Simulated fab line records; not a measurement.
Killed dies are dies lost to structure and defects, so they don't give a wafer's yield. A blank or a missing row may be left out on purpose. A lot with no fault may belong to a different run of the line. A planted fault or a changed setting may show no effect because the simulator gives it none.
Which of the tools did it?    flow gf180mcu    14 lots with 42 wafers sampled at 5 steps, on a route of 602 steps

## WHAT THE GAUGES READ, wafer by wafer
GF_V3_CD_MEAS_14 targets a cd of 260 nm.
lot   measured      on         cd-nm (nm)
L715  day 22 14:02  cd-sem-01  260.4 260.6 260.1
L716  day 23 01:07  cd-sem-01  261.8 261.2 262.0
L717  day 23 05:54  cd-sem-01  261.3 260.8 260.3
L719  day 23 17:37  cd-sem-02  260.3 260.3 258.5
L722  day 25 09:14  cd-sem-02  262.0 262.6 262.8
L723  day 25 10:23  cd-sem-01  259.1 260.4 260.3
L724  day 25 22:20  cd-sem-01  259.4 259.1 260.9
L726  day 26 13:55  cd-sem-01  261.6 261.9 260.4
L731  day 28 03:46  cd-sem-02  261.7 261.4 261.4
L733  day 28 08:16  cd-sem-01  259.0 258.9 258.8
L732  day 28 11:19  cd-sem-02  257.9 258.1 257.3
L734  day 28 16:02  cd-sem-02  259.5 259.9 260.7
L736  day 29 02:32  cd-sem-02  261.1 260.5 261.2
L738  day 29 11:43  cd-sem-02  260.1 260.9 260.4

GF_V3_OVL_MEAS_15.
lot   measured      on          V3_OVL (nm)
L715  day 22 14:09  overlay-01  -5 -8 -10
L716  day 23 01:14  overlay-01  -4 -4 -2
L717  day 23 05:59  overlay-01  -9 -6 -2
L719  day 23 17:42  overlay-02  1 2 -1
L722  day 25 09:20  overlay-02  -10 -10 -8
L723  day 25 10:29  overlay-02  -5 -5 -11
L724  day 25 22:27  overlay-02  -18 -9 -11
L726  day 26 14:02  overlay-01  -2 -10 -6
L731  day 28 03:53  overlay-01  -7 -9 -7
L733  day 28 08:23  overlay-02  0 3 8
L732  day 28 11:26  overlay-01  0 -1 0
L734  day 28 16:09  overlay-02  -2 0 4
L736  day 29 02:38  overlay-01  -13 -1 -5
L738  day 29 11:49  overlay-02  -3 -4 -6

GF_V4_THK_MEAS_01.
lot   measured      on             V4_CVD_00_THK (nm)
L715  day 23 15:37  film-metro-01  597 612 601
L716  day 24 02:32  film-metro-04  586 594 589
L717  day 24 06:44  film-metro-02  591 597 600
L719  day 24 18:06  film-metro-01  608 597 601
L722  day 26 08:46  film-metro-02  597 603 604
L723  day 26 09:23  film-metro-02  587 594 597
L724  day 26 21:13  film-metro-02  593 589 591
L726  day 27 12:49  film-metro-02  609 606 603
L731  day 29 02:21  film-metro-02  607 610 611
L733  day 29 06:30  film-metro-04  308 308 294
L732  day 29 08:45  film-metro-04  298 291 298
L734  day 29 13:31  film-metro-02  309 309 310
L736  day 30 00:34  film-metro-01  598 603 599
L738  day 30 08:40  film-metro-04  597 595 593

GF_V4_CD_MEAS_14 targets a cd of 260 nm.
lot   measured      on         cd-nm (nm)
L715  day 24 14:50  cd-sem-01  258.8 260.7 259.3
L716  day 25 01:56  cd-sem-02  260.5 260.5 259.5
L717  day 25 05:45  cd-sem-02  261.4 262.4 262.2
L719  day 25 16:02  cd-sem-02  260.4 261.9 261.3
L722  day 27 05:30  cd-sem-02  259.3 259.9 259.9
L723  day 27 05:38  cd-sem-01  259.9 259.2 259.8
L724  day 27 17:13  cd-sem-01  260.1 260.1 259.9
L726  day 28 09:11  cd-sem-02  259.0 258.3 257.6
L731  day 29 21:55  cd-sem-01  258.9 259.2 259.0
L733  day 30 02:01  cd-sem-02  262.2 260.0 260.2
L732  day 30 04:14  cd-sem-02  260.5 259.4 259.1
L734  day 30 08:56  cd-sem-02  261.6 261.8 262.1
L736  day 30 18:53  cd-sem-02  260.3 259.5 260.3
L738  day 31 03:04  cd-sem-02  259.4 259.4 258.9

## WHAT TOOL EACH LOT RAN ON (gives the tool, then ch and the chambers of the sampled wafers, and finally the start)
lot   GF_V4_CVD_00
L715  hdpcvd-02 ch 0,1, day 23 15:32
L716  hdpcvd-02 ch 0,2, day 24 02:28
L717  hdpcvd-02 ch 0,1,2, day 24 06:38
L719  hdpcvd-02 ch 0,1,2, day 24 18:02
L722  hdpcvd-01 ch 1,2, day 26 08:41
L723  hdpcvd-02 ch 0,2, day 26 09:19
L724  hdpcvd-02 ch 0,2, day 26 21:08
L726  hdpcvd-01 ch 1,2, day 27 12:45
L731  hdpcvd-01 ch 0,2, day 29 02:17
L733  hdpcvd-01 ch 0,1,2, day 29 06:25
L732  hdpcvd-01 ch 0,1,2, day 29 08:40
L734  hdpcvd-01 ch 0,2, day 29 13:27
L736  hdpcvd-02 ch 0,2, day 30 00:26
L738  hdpcvd-02 ch 0,2, day 30 08:35
- GF_V4_CVD_00: deposits SiO2, target thk 600 nm, time 100 s.

## WHAT THE TOOLS THEMSELVES READ (means of the sampled wafers that have a number; where no wafer has one, the mark that the record gives instead)
GF_V4_CVD_00.
lot   tool       sih4-flow-sccm (sccm)
L715  hdpcvd-02  59.93
L716  hdpcvd-02  59.76
L717  hdpcvd-02  60.06
L719  hdpcvd-02  59.88
L722  hdpcvd-01  60.16
L723  hdpcvd-02  60.01
L724  hdpcvd-02  60.13
L726  hdpcvd-01  59.89
L731  hdpcvd-01  59.90
L733  hdpcvd-01  29.97
L732  hdpcvd-01  30.00
L734  hdpcvd-01  30.04
L736  hdpcvd-02  59.98
L738  hdpcvd-02  60.03

## THE ANSWER, worked out from the rows above alone
Rule: what is usual is taken from the lots themselves. Put in order of their means at a reading, lots are off if they are a third of the lots or fewer, leave a main group of 4 or more, and stand apart from it by a gap of 3 or more times the standard deviation of the main group's means; of several such gaps the widest counts. Not used: any main group whose means are identical at the precision the tables above print for the reading. A lot without any number at a reading at which 4 lots or more have one is off too. Any other lot the step has rows for is counted as sound. The gauges are gone through in route order, then the tools' own readings, and for those a lot's mean is taken as printed above. At the first step where some lot is off, the reading lying furthest off is the one used; lots without a number count as furthest.
Off: L733, L732, L734, at GF_V4_THK_MEAS_01 (V4_CVD_00_THK). The main group has a mean of 599 nm with a standard deviation of 6.1.
A tool fits if, at a process step before that reading, it ran every lot that is off, and no sound lot after the first of them. The gauges at GF_V4_THK_MEAS_01 aren't tried: what is off there is off at GF_V4_CVD_00 too, on other tools, and a gauge's error can't cause that. One candidate fits, namely hdpcvd-01 at GF_V4_CVD_00. Its last sound lot is L731 (day 29 02:17), its first lot that is off L733 (day 29 06:25): a fault that began between those two fits.
On the lots that are off, the tool's own readings at GF_V4_CVD_00 differ by more than 5 times the standard deviation of the sound lots' means, which bears it out; sih4-flow-sccm reads 30.00 sccm there versus 59.98 sccm on the sound lots.

## WHAT THE SIMULATOR PUT IN
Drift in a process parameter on hdpcvd-01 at GF_V4_CVD_00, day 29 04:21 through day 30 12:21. A move of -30 in setting sih4-flow-sccm, from 60. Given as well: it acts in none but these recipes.
Struck lots among those shown: L733, L732, L734. The rule above found the same.
